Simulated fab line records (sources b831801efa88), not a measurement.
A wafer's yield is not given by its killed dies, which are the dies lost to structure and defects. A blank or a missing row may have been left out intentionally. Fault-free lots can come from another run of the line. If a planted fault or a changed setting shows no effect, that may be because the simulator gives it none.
2 desks, one fault / flow sfq_line / each desk has only its own numbers; what lay behind them comes last

== THE TOOL OWNER'S DESK: rie_diel-01 ==
The tool's own readings at SFQ_TRILAYER_I5_BARC_OPEN_VIA_ETCH_200 (etches BARC in O2, target depth 125 nm, time 41.7 s): means of the sampled wafers that have a number, for each lot that ran on this tool. The brackets show how far a lot's mean lies from the usual mean; more than 4 standard deviations puts the lot out of limits, marked OUT.
Columns: A = drypump_motor_current_A at SFQ_TRILAYER_I5_BARC_OPEN_VIA_ETCH_200, usual 5.7 A; B = oes_product_au at SFQ_TRILAYER_I5_BARC_OPEN_VIA_ETCH_200, usual 0.685 a.u.; C = run_length_s at SFQ_TRILAYER_I5_BARC_OPEN_VIA_ETCH_200, usual 70.1 s
lot=L515; first seen here=day 71 08:48; A=5.9; B=0.685; C=70.1
lot=L517; first seen here=day 71 23:12; A=5.5; B=0.734 (+9.9) OUT; C=66.7 (-8.5) OUT
lot=L518; first seen here=day 72 13:40; A=5.9; B=0.738 (+11) OUT; C=66.9 (-7.9) OUT
lot=L519; first seen here=day 72 20:52; A=5.8; B=0.787 (+20) OUT; C=63.3 (-17) OUT
This desk's finding: out of limits on L517, L518, L519; first on L517, day 71 23:12 (oes_product_au at SFQ_TRILAYER_I5_BARC_OPEN_VIA_ETCH_200). L515 stayed within limits.

== AT THE METROLOGY DESK ==
What the gauges read for every lot (on any tool): the sampled wafers with a number, averaged. The brackets show how far a lot's mean lies from the usual mean; more than 4 standard deviations puts the lot out of limits, marked OUT.
Columns: A = I5_OVL at SFQ_I5_OVL_MEAS_936, usual 0 nm
lot=L507; first seen here=day 56 09:58; A=3
lot=L515; first seen here=day 71 08:46; A=-6
lot=L517; first seen here=day 71 23:10; A=1
lot=L518; first seen here=day 72 13:38; A=2
lot=L519; first seen here=day 72 20:49; A=3
lot=L524; first seen here=day 75 02:58; A=-2
lot=L527; first seen here=day 75 17:21; A=2
This desk's verdict: no lot among the 7 shows anything out of limits.

== PUT TOGETHER ==
The tool owner's desk could have raised an alarm at day 71 23:12, on L517, L518, L519.
At the metrology desk, nothing out of limits was observed.
The metrology desk holds a record of L517, L518, L519, inside its limits.
On rie_diel-01, each named lot ran SFQ_TRILAYER_I5_BARC_OPEN_VIA_ETCH_200.

== WHAT THE SIMULATOR HAD INSERTED ==
rie_diel-01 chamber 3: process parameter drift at SFQ_TRILAYER_I5_BARC_OPEN_VIA_ETCH_200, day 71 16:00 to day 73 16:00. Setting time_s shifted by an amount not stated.
Lots struck among those shown: L517, L518, L519.
Delay in hours, fault start to first out-of-limits reading, by desk: the tool owner's desk at 7.
